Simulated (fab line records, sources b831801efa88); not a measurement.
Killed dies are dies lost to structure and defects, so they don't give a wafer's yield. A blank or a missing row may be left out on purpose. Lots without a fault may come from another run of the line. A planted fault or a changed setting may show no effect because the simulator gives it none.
fab line records | flow sky130
record lots=6 wafers=18 last_day=50
route steps=708 shown SD_N@358 SD_P@359 RES_XHIGH@360 SALICIDE@361 LI_CONTACT@362 PAD_OPEN@708
lots that met no fault: from a run of the same line without faults
start_h: hours from the record's first day to the start of the lot's first wafer shown | wait_h: hours since the lot's step before | " the same as in the row above | L1.1+2: a row that stands for several wafers | - no value, or no start given | * or withheld: withheld | < > ~ a bound
route shown NAME@n: a module of which the file shows steps, and the number in the route of the first | usual: mean/standard deviation of fault-free wafers | same: alike in all rows | chamber/n: place in a boat | sites: the reading at each site | _std_site: their standard deviation | _edge_site: outer sites' mean less inner sites' | radius_mm: how far each site lies from the wafer's centre | mask NAME#n: copy n | behind: the tool/chamber that last shaped the wafer | hold: why the lot was held/for how many hours/how that ended | device: the transistor (n, p or np) that didn't switch | end of line: the same wafers' tests at the end of the route | a step without rows: its recipe alone | killed: dies lost to structure and defects at the first sort, not the wafer's yield | map: a wafer's dies, x killed, . not, _ none there
set.NAME: the setting as run; set.NAME@STEP: as run at that earlier step | model.NAME: the simulator's own value behind a step, which no gauge read
lots at some steps of the route; a table a step, a row a wafer
services: from which hour (start_h, from the record's first day; less than 0 if before it) a tool's chamber was out of use, for how many hours, and why
## steps
# step SKY_SD_N_RS_MEAS_16
# recipe thk_meas_gauge=four-point-probe
# usual SD_N_RS=68.57/0.11
# columns lot.wafer tool chamber start_h wait_h SD_N_RS[ohm/sq]
L156.2 film_metro-03 - 714.53 0.1 68.57
L156.4 " - " " 68.58
L156.6 " - " " 68.62
L158.3 film_metro-02 - 733.70 0.1 68.49
L158.4 " - " " 68.53
L158.5 " - " " 68.39
L159.2 film_metro-03 - 745.03 0.1 68.74
L159.3 " - " " 68.67
L159.6 " - " " 68.46
L165.3 film_metro-04 - 798.28 0.1 68.71
L165.4 " - " " 68.50
L165.6 " - " " 68.57
L168.1 film_metro-03 - 811.77 0.1 68.56
L168.2 " - " " 68.74
L168.5 " - " " 68.70
L170.2 film_metro-02 - 826.98 0.1 68.43
L170.3 " - " " 68.67
L170.4 " - " " 68.59
# step SKY_SD_N_RS_MEAS_17
# recipe thk_meas_gauge=four-point-probe
# usual SD_P_RS=147.1/0.33
# columns lot.wafer tool chamber start_h wait_h SD_P_RS[ohm/sq]
L156.2 film_metro-03 - 714.65 0.1 147.4
L156.4 " - " " 146.9
L156.6 " - " " 147.2
L158.3 film_metro-02 - 733.82 0.1 147.3
L158.4 " - " " 146.9
L158.5 " - " " 146.9
L159.2 film_metro-03 - 745.15 0.1 147.4
L159.3 " - " " 146.9
L159.6 " - " " 147.3
L165.3 film_metro-04 - 798.40 0.1 148.0
L165.4 " - " " 147.2
L165.6 " - " " 147.7
L168.1 film_metro-03 - 811.89 0.1 147.3
L168.2 " - " " 147.0
L168.5 " - " " 147.2
L170.2 film_metro-02 - 827.10 0.1 146.8
L170.3 " - " " 147.8
L170.4 " - " " 147.3
# step SKY_SD_N_RS_MEAS_18
# recipe thk_meas_gauge=four-point-probe
# usual RES_XHIGH_RS=333.1/1.2
# columns lot.wafer tool chamber start_h wait_h RES_XHIGH_RS[ohm/sq]
L156.2 film_metro-03 - 714.77 0.1 333.5
L156.4 " - " " 334.3
L156.6 " - " " 334.0
L158.3 film_metro-02 - 733.94 0.1 332.0
L158.4 " - " " 331.9
L158.5 " - " " 333.0
L159.2 film_metro-03 - 745.27 0.1 335.5
L159.3 " - " " 333.9
L159.6 " - " " 333.7
L165.3 film_metro-04 - 798.52 0.1 336.0
L165.4 " - " " 334.7
L165.6 " - " " 335.8
L168.1 film_metro-03 - 812.01 0.1 335.0
L168.2 " - " " 334.9
L168.5 " - " " 334.9
L170.2 film_metro-02 - 827.22 0.1 332.3
L170.3 " - " " 332.7
L170.4 " - " " 331.7
# step SKY_SALICIDE_CLEAN_00
# recipe chemistry=HF-last time_s=30 dilution=100:1 dry=ipa_marangoni
# step SKY_LI_CONTACT_HDPCVD_00
# recipe material=PSG target_thk_nm=930 sigma_open_frac=0.3 time_s=155 temp_c=600 sih4_flow_sccm=60 pressure_mtorr=6
# step SKY_LI_CONTACT_THK_MEAS_01
# recipe reads=PSG_of_LI_CONTACT_HDPCVD_00
# usual LI_CONTACT_HDPCVD_THK=928/8.4
# columns lot.wafer tool chamber start_h wait_h LI_CONTACT_HDPCVD_THK[nm]
L156.2 film_metro-02 - 715.00 0.1 920
L156.4 " - " " 931
L156.6 " - " " 922
L158.3 film_metro-03 - 734.17 0.1 937
L158.4 " - " " 926
L158.5 " - " " 936
L159.2 film_metro-02 - 745.50 0.1 925
L159.3 " - " " 913
L159.6 " - " " 922
L165.3 film_metro-04 - 798.74 0.1 932
L165.4 " - " " 917
L165.6 " - " " 933
L168.1 film_metro-03 - 812.25 0.1 928
L168.2 " - " " 919
L168.5 " - " " 929
L170.2 film_metro-03 - 827.45 0.1 921
L170.3 " - " " 927
L170.4 " - " " 928
# step SKY_LI_CONTACT_CMP_02
# recipe material=PSG down_force_psi=4 platen_rpm=60 pad_velocity_m_s=0.94248
# usual motor_current_A=11.9/1.2 time_to_endpoint_s=31.9/2.6
# columns lot.wafer tool chamber start_h wait_h motor_current_A time_to_endpoint_s
L156.4 cmp-02 1 715.05 0.0 10.9 36.4
L156.2 " 2 " " 11.8 31.7
L156.6 " 1 " " 10.8 35.0
L158.4 cmp-01 2 734.21 0.0 11.8 29.9
L158.3 " 0 " " 14.5 31.7
L158.5 " 3 " " 12.4 32.8
L159.3 cmp-02 1 745.55 0.0 10.5 37.4
L159.2 " 2 " " 11.7 35.7
L159.6 " 2 " " 12.1 34.6
L165.4 cmp-02 1 798.83 0.1 11.1 34.1
L165.3 " 2 " " 11.1 29.3
L165.6 " 0 " " 11.1 30.1
L168.2 cmp-01 2 812.31 0.0 11.7 27.4
L168.1 " 0 " " 14.7 27.6
L168.5 " 2 " " 11.9 26.2
L170.2 cmp-01 3 827.55 0.1 12.9 31.8
L170.4 " 0 " " 14.2 26.9
L170.3 " 1 " " 11.8 27.1
# step SKY_LI_CONTACT_BOW_MEAS_03
# recipe mode=bow
# usual LI_CONTACT_BOW=55/7
# columns lot.wafer tool chamber start_h wait_h LI_CONTACT_BOW[um]
L156.2 film_metro-04 - 715.37 0.2 45
L156.4 " - " " 62
L156.6 " - " " 58
L158.3 film_metro-03 - 734.55 0.2 65
L158.4 " - " " 52
L158.5 " - " " 47
L159.2 film_metro-04 - 745.87 0.2 54
L159.3 " - " " 59
L159.6 " - " " 58
L165.3 film_metro-04 - 799.12 0.2 48
L165.4 " - " " 57
L165.6 " - " " 54
L168.1 film_metro-04 - 812.61 0.1 55
L168.2 " - " " 60
L168.5 " - " " 56
L170.2 film_metro-04 - 827.82 0.2 47
L170.3 " - " " 45
L170.4 " - " " 61
# step SKY_LI_CONTACT_DEHYDRATE_04
# recipe temp_c=200 time_s=60
# step SKY_LI_CONTACT_HMDS_05
# recipe prime_time_s=60 prime_temp_c=120
# step SKY_LI_CONTACT_COAT_06
# recipe resist=BARC temp_c=withheld time_s=withheld spin_rpm=3000 resist_thk_nm=60
# step SKY_LI_CONTACT_COAT_07
# recipe resist=KrF-thick spin_rpm=3000 resist_thk_nm=450
# step SKY_LI_CONTACT_SOFTBAKE_08
# recipe temp_c=100 time_s=90 resist=KrF-thick
# usual heater_power_total_W=57.36/0.12 plate_temp_C=99.99/0.12 resist_line_temp_C=23.00/0.095
# columns lot.wafer tool chamber start_h wait_h heater_power_total_W plate_temp_C resist_line_temp_C
L156.2 litho_track-02 0 729 - 57.05 100.16 23.09
L156.4 " 0 " " 57.51 100.00 23.04
L156.6 " 0 " " 57.16 99.96 23.07
L158.3 litho_track-04 0 747 - 56.87 99.43 23.00
L158.4 " 0 " " 56.79 99.49 22.99
L158.5 " 0 " " 56.55 99.45 22.95
L159.2 litho_track-04 0 759 - 56.82 99.28 23.05
L159.3 " 0 " " 56.91 99.31 22.99
L159.6 " 0 " " 56.73 99.17 23.07
L165.3 litho_track-01 0 812 - 57.15 99.94 23.11
L165.4 " 0 " " 57.17 99.84 22.94
L165.6 " 0 " " 57.38 99.83 22.95
L168.1 litho_track-01 0 826 - 57.26 99.85 22.94
L168.2 " 0 " " 57.40 99.84 23.08
L168.5 " 0 " " 57.36 100.05 23.08
L170.2 litho_track-04 0 840 - 57.37 100.01 23.05
L170.3 " 0 " " 57.25 99.92 23.09
L170.4 " 0 " " 57.49 99.78 22.94
# step SKY_LI_CONTACT_EXPOSE_09
# recipe mask_id=LICM1 na=0.8 source_shape=annular sigma_inner=0.55 sigma_outer=0.85 target_cd_nm=170 dose_mj=38
# step SKY_PAD_OPEN_PROBE_99
# usual killed_at_M0_to_M3=44/6 killed_at_M4_up=2.9/1.5 killed_at_contacts=24/4.9 killed_at_front_end=16/4.3 killed_at_other=0.3/0.54 killed_dies=87/8.7 killed_on_rim=17/3.6 killed_open=48/6.7 killed_short=39/5.9
# same gross_dies=492 killed_at_back_side=0
# columns lot.wafer tool chamber start_h wait_h killed_at_M0_to_M3 killed_at_M4_up killed_at_contacts killed_at_front_end killed_at_other killed_dies killed_on_rim killed_open killed_short
L156.2 prober-01 - 1127.06 0.1 45 1 26 13 0 85 19 48 37
L156.4 prober-01 - 1127.16 0.2 56 3 14 18 1 92 21 36 56
L156.6 prober-01 - 1127.26 0.2 39 1 21 11 0 72 9 37 35
L158.3 prober-01 - 1137.60 0.2 41 3 28 15 0 87 18 50 37
L158.4 prober-01 - 1137.65 0.2 51 4 23 23 0 101 25 58 43
L158.5 prober-01 - 1137.70 0.2 44 3 26 21 1 95 18 53 42
L159.2 prober-02 - 1147.72 0.1 43 1 27 19 1 91 10 52 39
L159.3 prober-02 - 1147.77 0.2 35 5 29 19 0 88 20 48 39
L159.6 prober-02 - 1147.92 0.2 44 2 22 20 0 88 18 51 37
L165.3 prober-02 - 1181.18 0.2 41 2 21 10 2 76 15 51 25
L165.4 prober-02 - 1181.23 0.2 50 2 23 8 1 84 13 54 30
L165.6 prober-02 - 1181.33 0.2 35 4 18 13 1 71 16 35 34
L168.1 prober-01 - 1191.04 0.1 48 2 18 10 0 78 11 34 44
L168.2 prober-01 - 1191.09 0.1 50 5 19 22 0 96 22 56 40
L168.5 prober-01 - 1191.24 0.2 52 3 20 13 1 89 24 54 35
L170.2 prober-01 - 1198.40 0.1 48 4 21 21 0 94 16 53 41
L170.3 prober-01 - 1198.45 0.2 37 4 34 17 1 93 17 41 52
L170.4 prober-01 - 1198.50 0.2 44 4 24 20 0 92 17 52 40
# killed by level:class
L156.2 VIA2:geometric_particle:open=11 LI_CONTACT:geometric_particle:open=9 CONTACT:geometric_particle:open=9 VIA1:geometric_particle:short=7 METAL2:geometric_particle:short=6 VIA3:geometric_particle:open=6 POLY_GATE:geometric_particle:open=5 METAL1:geometric_particle:short=4
L156.4 METAL1:geometric_particle:short=10 METAL2:geometric_particle:short=8 VIA3:geometric_particle:open=7 VIA1:geometric_particle:open=7 VIA2:geometric_particle:open=7 POLY_GATE:geometric_particle:short=5 VIA2:geometric_particle:short=5 FIELD_ISO:geometric_particle:short=4
L156.6 LI_CONTACT:geometric_particle:open=9 VIA2:geometric_particle:open=9 FIELD_ISO:geometric_particle:short=6 CONTACT:geometric_particle:open=6 VIA1:geometric_particle:short=5 METAL2:geometric_particle:short=5 METAL1:geometric_particle:short=4 VIA1:geometric_particle:open=4
L158.3 VIA1:geometric_particle:open=12 LI_CONTACT:geometric_particle:open=9 CONTACT:geometric_particle:open=7 VIA1:geometric_particle:short=7 CONTACT:geometric_particle:short=6 VIA2:geometric_particle:open=5 FIELD_ISO:geometric_particle:open=4 LOCAL_INTERCONNECT:geometric_particle:short=4
L158.4 VIA1:geometric_particle:open=15 CONTACT:geometric_particle:open=13 VIA3:geometric_particle:open=7 VIA1:geometric_particle:short=6 METAL2:geometric_particle:short=5 FIELD_ISO:geometric_particle:short=5 VIA2:geometric_particle:open=5 FIELD_ISO:geometric_particle:open=4
L158.5 CONTACT:geometric_particle:open=11 FIELD_ISO:geometric_particle:open=9 VIA1:geometric_particle:open=9 VIA2:geometric_particle:open=7 METAL3:geometric_particle:short=7 LI_CONTACT:geometric_particle:open=6 FIELD_ISO:geometric_particle:short=4 VIA1:geometric_particle:short=4
L159.2 VIA1:geometric_particle:open=12 CONTACT:geometric_particle:open=11 LI_CONTACT:geometric_particle:open=7 VIA2:geometric_particle:open=7 FIELD_ISO:geometric_particle:short=6 VIA1:geometric_particle:short=5 METAL1:geometric_particle:short=5 FIELD_ISO:geometric_particle:open=4
L159.3 CONTACT:geometric_particle:open=11 VIA1:geometric_particle:open=9 LI_CONTACT:geometric_particle:open=7 METAL1:geometric_particle:short=6 POLY_GATE:geometric_particle:open=5 VIA2:geometric_particle:open=5 METAL4:geometric_particle:short=5 POLY_GATE:geometric_particle:short=4
L159.6 VIA1:geometric_particle:open=13 CONTACT:geometric_particle:open=7 METAL2:geometric_particle:short=7 LI_CONTACT:geometric_particle:open=6 CONTACT:geometric_particle:short=6 VIA3:geometric_particle:open=6 POLY_GATE:geometric_particle:open=5 VIA2:geometric_particle:open=4
L165.3 VIA1:geometric_particle:open=11 VIA2:geometric_particle:open=8 LI_CONTACT:geometric_particle:open=7 CONTACT:geometric_particle:open=7 VIA3:geometric_particle:open=6 VIA1:geometric_particle:short=4 POLY_GATE:geometric_particle:short=3 CONTACT:geometric_particle:short=3
L165.4 VIA1:geometric_particle:open=13 VIA3:geometric_particle:open=11 LI_CONTACT:geometric_particle:open=8 CONTACT:geometric_particle:open=8 VIA2:geometric_particle:open=7 METAL3:geometric_particle:short=6 METAL1:geometric_particle:short=5 VIA1:geometric_particle:short=4
L165.6 VIA3:geometric_particle:open=7 CONTACT:geometric_particle:open=6 FIELD_ISO:geometric_particle:short=4 LI_CONTACT:geometric_particle:open=4 LOCAL_INTERCONNECT:geometric_particle:short=4 METAL1:geometric_particle:short=4 VIA2:geometric_particle:open=4 POLY_GATE:geometric_particle:short=3
L168.1 VIA1:geometric_particle:open=9 VIA1:geometric_particle:short=7 METAL2:geometric_particle:short=7 VIA3:geometric_particle:open=6 LI_CONTACT:geometric_particle:open=6 METAL3:geometric_particle:short=5 CONTACT:geometric_particle:open=4 VIA2:geometric_particle:short=4
L168.2 VIA1:geometric_particle:open=10 LI_CONTACT:geometric_particle:open=9 VIA2:geometric_particle:open=8 VIA3:geometric_particle:open=7 FIELD_ISO:geometric_particle:short=6 CONTACT:geometric_particle:open=6 VIA3:geometric_particle:short=6 FIELD_ISO:geometric_particle:open=5
L168.5 VIA1:geometric_particle:open=13 VIA3:geometric_particle:open=12 LI_CONTACT:geometric_particle:open=8 METAL1:geometric_particle:short=6 CONTACT:geometric_particle:open=5 VIA1:geometric_particle:short=5 VIA2:geometric_particle:open=5 FIELD_ISO:geometric_particle:short=4
L170.2 VIA2:geometric_particle:open=11 VIA1:geometric_particle:short=10 VIA1:geometric_particle:open=8 FIELD_ISO:geometric_particle:open=7 LI_CONTACT:geometric_particle:open=7 CONTACT:geometric_particle:open=7 FIELD_ISO:geometric_particle:short=6 CONTACT:geometric_particle:short=6
L170.3 CONTACT:geometric_particle:open=11 CONTACT:geometric_particle:short=9 LI_CONTACT:geometric_particle:open=8 METAL1:geometric_particle:short=6 VIA3:geometric_particle:short=6 FIELD_ISO:geometric_particle:short=5 VIA2:geometric_particle:open=5 VIA1:geometric_particle:open=5
L170.4 CONTACT:geometric_particle:open=9 VIA1:geometric_particle:open=9 METAL1:geometric_particle:short=8 VIA2:geometric_particle:open=8 POLY_GATE:geometric_particle:open=6 LI_CONTACT:geometric_particle:open=6 CONTACT:geometric_particle:short=6 POLY_GATE:geometric_particle:short=4
## services
# columns tool chamber start_h hours kind
cmp-02 - 709.11 0.5 repair
cmp-01 - 710.68 1.0 repair
cmp-01 - 747.72 4.0 pm
cmp-01 - 751.72 - consumable_replace:conditioner
cmp-01 - 751.72 - consumable_replace:pad
cmp-01 - 772.32 6.8 pm
cmp-01 - 786.59 1.8 repair
cmp-02 - 825.52 5.8 pm
## key
first_sign step=SKY_LI_CONTACT_SOFTBAKE_08 reading=plate_temp_C direction=down sigmas=5.3 usual=* struck=*
effect step=SKY_LI_CONTACT_SOFTBAKE_08 reading=heater_power_total_W direction=down sigmas=4.6 usual=* struck=*
met_at SKY_LI_CONTACT_SOFTBAKE_08
struck_wafers L158.3,L158.4,L158.5,L159.2,L159.3,L159.6
tester_left_out L158,L159
fault kind=process_parameter_drift tool=litho_track-04 chamber=- onset_h=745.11 steps=SKY_LI_CONTACT_SOFTBAKE_08 channel=temp_c offset=* shape=step end_h=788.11 acts_in=* stated=*
# tester_left_out: of these lots the tester's yield and bins aren't shown, on N5 and GAA mostly nor the transistor test; their killed dies are dies lost to structure and defects alone, not to doping, threshold or leakage, so they don't give the yield
